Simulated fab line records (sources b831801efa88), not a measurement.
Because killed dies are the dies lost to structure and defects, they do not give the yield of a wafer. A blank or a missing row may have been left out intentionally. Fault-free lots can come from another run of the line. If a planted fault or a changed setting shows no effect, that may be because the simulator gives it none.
Problem report, 8D (eight disciplines) form, completed by code	flow sky130	the parts of the form that need people (team, actions taken, sign-off) are left out

== 1. THE PROBLEM ==
VIA4_HDPCVD_THK at SKY_VIA4_THK_MEAS_01 reads a mean of 1907 nm on 3 wafers of 2 lots; wafers without a fault read 1755 nm with a standard deviation of 15. Measured from the usual mean, that is +10 standard deviations.
First observed at day 46 08:44: wafer L274.2, on filmMetro-01. The record holds 35 wafers of 12 lots with a number at this step. By rule, "out" or "out of limits" means more than 4 standard deviations away from the usual mean. The rest of the wafers with a number are treated as sound.

== 2. WHAT IT IS, AND WHAT IT ISN'T ==
question	is	is not
which readings at this step	VIA4_HDPCVD_THK	-
which lots	L274, L275	L258, L262, L263, L265, L266, L267, L268, L278, L279, L280
which wafers of those lots	L274.2, L274.4, L275.2	L275.1, L275.3
read on which gauges	filmMetro-01, filmMetro-03	filmMetro-02
when	from day 46 08:44	up to then (21 sound wafers); but 11 sound wafers of L275, L278, L279, L280 came after

== 3. WHAT RULES OUT EACH SUSPECT ==
Counting: any tool at a process step up to the reading remains a suspect provided it ran every lot that is out. Sound lots after the first of them don't rule it out here, since some wafers of a struck lot are sound.
- the gauge at SKY_VIA4_THK_MEAS_01 has been ruled out. Those wafers that are out were read across 2 gauges (filmMetro-01, filmMetro-03).
- hdpcvd-02 at SKY_VIA4_HDPCVD_00 (deposits SiO2, target thk 1750 nm, time 291.7 s): kept. It processed each lot that is out (first: L274, day 46 08:33); up to then, its last sound lot is L268 (day 44 20:42). Its own runLengthS readings are out on those wafers.
The count leaves hdpcvd-02 at SKY_VIA4_HDPCVD_00.

== 4. THE CAUSE (what the simulator had put in) ==
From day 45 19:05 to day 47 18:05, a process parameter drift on hdpcvd-02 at SKY_VIA4_HDPCVD_00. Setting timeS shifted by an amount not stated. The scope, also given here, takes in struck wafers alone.
Only this tool survived the counting.

== 5. THE EFFECT CHAIN, in route order ==
Rows list readings where the struck wafers' mean (over those with a number) sits beyond 3 standard deviations from the usual. Only readings for which the record gives a usual standard deviation are gone through. hours: the time from each lot's start at the first step in this table that gives one to its start at this step, as a median over the lots. sigmas: the change in usual standard deviations.
hours	step	reading	usual	on struck wafers	change	sigmas
0	SKY_VIA4_HDPCVD_00	runLengthS	319.6 s	341.8	+22.2	+42
0	SKY_VIA4_THK_MEAS_01	VIA4_HDPCVD_THK	1755 nm	1907	+152	+10
Process steps it contains:
- SKY_VIA4_HDPCVD_00: deposits SiO2, target thk 1750 nm, time 291.7 s.

== 6. WHAT WOULD HAVE CAUGHT IT SOONER ==
Counted from the fault's start at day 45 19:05, it took 14 hours until the first out-of-limits reading at a measuring or inspecting step in this record, taken at day 46 08:44.
The tool's own readings at SKY_VIA4_HDPCVD_00 were out on every struck wafer that the step has a row for (runLengthS): an alarm limit on them would have fired on the first of those.
Among the 2 lots that are out, L275 began SKY_VIA4_HDPCVD_00 on hdpcvd-02 after day 46 08:44. A hold on the tool at that time would have spared it.
